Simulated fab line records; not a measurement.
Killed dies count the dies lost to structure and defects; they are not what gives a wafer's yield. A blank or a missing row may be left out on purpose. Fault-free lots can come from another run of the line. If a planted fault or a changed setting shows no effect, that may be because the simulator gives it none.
Which tool did it?	flow sky130	10 lots with 30 wafers sampled at 5 steps, on a route of 708 steps

== WHAT EACH GAUGE READ, for each wafer ==
SKY_SPACER_THK_MEAS_01.
lot	measured	on	SPACER_CVD_00_THK (nm)
L591	day 23 18:01	film-metro-01	42.7 42.2 42.5
L595	day 25 12:04	film-metro-02	43.6 43.5 43.5
L598	day 26 03:22	film-metro-01	43.3 42.8 43.0
L601	day 27 03:55	film-metro-01	42.8 43.0 42.5
L604	day 27 21:25	film-metro-01	42.4 42.5 42.3
L607	day 29 02:32	film-metro-02	42.4 42.1 42.5
L608	day 29 08:56	film-metro-03	43.3 42.8 43.1
L609	day 30 00:38	film-metro-01	48.8 48.7 48.8 48.8 48.7 48.7
L610	day 30 02:53	film-metro-03	48.4 48.2 48.5 48.4 48.2 48.5
L611	day 30 06:30	film-metro-01	48.4 49.0 48.4 48.5 49.1 48.4

SKY_CONTACT_OVL_MEAS_15.
lot	measured	on	CONTACT_OVL (nm)
L591	day 32 09:51	overlay-02	6 -4 0
L595	day 33 21:57	overlay-01	-5 -5 -7
L598	day 34 12:16	overlay-01	-4 -8 -10
L601	day 35 10:29	overlay-01	4 -5 2
L604	day 36 02:35	overlay-01	0 4 2
L607	day 37 03:55	overlay-02	4 0 2
L608	day 37 09:08	overlay-01	-5 3 -4
L609	day 38 01:13	overlay-01	3 7 6
L610	day 38 02:38	overlay-01	3 4 3
L611	day 38 05:25	overlay-01	-3 3 1

== WHICH TOOL RAN EACH LOT (tool, then ch and the chambers of the sampled wafers, then the start) ==
lot	SKY_SPACER_CVD_00	SKY_SPACER_ETCHBACK_02	SKY_LOCAL_INTERCONNECT_ETCH_13
L591	lpcvd-02 ch 0, day 23 16:12	rie-diel-01 ch 0,2, day 23 18:04	rie-metal-03 ch 0,1, day 31 05:02
L595	lpcvd-02 ch 1, day 25 10:51	rie-diel-03 ch 0,2, day 25 12:07	rie-metal-03 ch 1, day 32 17:19
L598	lpcvd-02 ch 1, day 26 02:09	rie-diel-02 ch 2,3, day 26 03:25	rie-metal-01 ch 0,1, day 33 08:02
L601	lpcvd-02 ch 0, day 27 02:42	rie-diel-01 ch 1,2,3, day 27 03:58	rie-metal-04 ch 1, day 34 06:32
L604	lpcvd-02 ch 0, day 27 20:11	rie-diel-02 ch 0,3, day 27 21:27	rie-metal-04 ch 0, day 34 23:05
L607	lpcvd-02 ch 0, day 29 01:19	rie-diel-03 ch 1,2, day 29 02:35	rie-metal-03 ch 0,1, day 36 00:31
L608	lpcvd-02 ch 0, day 29 07:43	rie-diel-01 ch 1,3, day 29 08:59	rie-metal-04 ch 0,1, day 36 06:19
L609	lpcvd-02 ch 1, day 29 23:25	rie-diel-02 ch 1,2,3, day 30 05:43	rie-metal-03 ch 0,1, day 36 22:05
L610	lpcvd-02 ch 0, day 30 01:40	rie-diel-01 ch 0,2,3, day 30 05:53	rie-metal-03 ch 1, day 36 23:40
L611	lpcvd-02 ch 0, day 30 05:17	rie-diel-03 ch 0,2,3, day 30 09:54	rie-metal-01 ch 0,1, day 37 02:04
- SKY_SPACER_CVD_00: deposits Si3N4 from DCS/NH3, target thk 43.1 nm, time 740 s.
- SKY_SPACER_ETCHBACK_02: etches Si3N4 in CH3F/O2, stops on SiO2, time 46.7 s, target depth 45 nm.
- SKY_LOCAL_INTERCONNECT_ETCH_13: etches BARC in N2/H2, stops on SiO2, time 45.9 s, target depth 60 nm.

== WHAT THE TOOLS THEMSELVES READ (means of the sampled wafers that have a number; where no wafer has one, the mark that the record gives instead) ==
SKY_SPACER_CVD_00.
lot	tool	spike-tc-upper-C (C)	zone-power-lower-pct (%)
L591	lpcvd-02	770.8	14.2
L595	lpcvd-02	770.0	13.8
L598	lpcvd-02	769.0	13.8
L601	lpcvd-02	770.6	14.2
L604	lpcvd-02	771.5	14.2
L607	lpcvd-02	770.5	14.2
L608	lpcvd-02	770.6	14.2
L609	lpcvd-02	768.7	13.8
L610	lpcvd-02	772.0	14.4
L611	lpcvd-02	770.7	14.4

SKY_SPACER_ETCHBACK_02.
lot	tool	chamber-pressure-mTorr (mTorr)	drypump-motor-current-A (A)	oes-product-au (a.u.)	throttle-valve-pct (%)
L591	rie-diel-01	24.999	5.6	0.852	10.555
L595	rie-diel-03	24.984	5.5	0.860	10.560
L598	rie-diel-02	24.985	5.8	0.853	10.560
L601	rie-diel-01	25.009	5.9	0.851	10.569
L604	rie-diel-02	24.996	5.8	0.852	10.564
L607	rie-diel-03	25.004	5.3	0.845	10.563
L608	rie-diel-01	24.989	6.0	0.854	10.560
L609	rie-diel-02	25.014	5.5	0.917	10.577
L610	rie-diel-01	25.005	5.8	0.911	10.574
L611	rie-diel-03	24.979	5.8	0.915	10.577

SKY_LOCAL_INTERCONNECT_ETCH_13.
lot	tool	chamber-pressure-mTorr (mTorr)	drypump-motor-current-A (A)	oes-product-au (a.u.)	throttle-valve-pct (%)
L591	rie-metal-03	30.013	5.8	0.858	13.226
L595	rie-metal-03	30.003	6.2	0.859	13.231
L598	rie-metal-01	29.983	5.5	0.857	13.225
L601	rie-metal-04	30.019	5.4	0.854	13.232
L604	rie-metal-04	29.980	5.7	0.857	13.227
L607	rie-metal-03	29.976	5.8	0.852	13.226
L608	rie-metal-04	30.005	5.6	0.859	13.230
L609	rie-metal-03	30.006	5.5	0.857	13.228
L610	rie-metal-03	29.982	6.2	0.855	13.224
L611	rie-metal-01	30.004	5.2	0.851	13.229

== THE ANSWER, worked out from the rows above alone ==
Rule: what is usual is taken from the lots themselves. The widest of any qualifying gaps counts: lots, ordered by their means at a reading, are off when they make up no more than a third of the lots, leave a main group of 4 or more, and stand apart from it by 3 or more times the standard deviation of that group's means. The tables above print the reading to a certain number of digits; a main group whose means all agree to those digits is not used. Also off: a lot with no number at a reading for which 4 or more lots have one. Any other lot the step has rows for is counted as sound. After the gauges, taken in route order, come the tools' own readings; for these a lot's mean is taken, as printed above. The first step at which some lot is off is used, and at that step the reading that is off furthest; a lot without a number counts as furthest.
Off: L609, L610, L611, at SKY_SPACER_THK_MEAS_01 (SPACER_CVD_00_THK). Main group: mean 42.8 nm, sd 0.41.
If a tool, at a process step before that reading, ran all the lots that are off and no sound lot after the first of them, it fits. The gauges at SKY_SPACER_THK_MEAS_01 aren't tried: what is off there is off at SKY_SPACER_ETCHBACK_02 too, on other tools, and a gauge's error can't cause that. One fits: lpcvd-02 at SKY_SPACER_CVD_00. A fault onset in the window from L608 (day 29 07:43, its last sound lot) to L609 (day 29 23:25, its first lot off) fits.

== WHAT THE SIMULATOR HAD PUT IN ==
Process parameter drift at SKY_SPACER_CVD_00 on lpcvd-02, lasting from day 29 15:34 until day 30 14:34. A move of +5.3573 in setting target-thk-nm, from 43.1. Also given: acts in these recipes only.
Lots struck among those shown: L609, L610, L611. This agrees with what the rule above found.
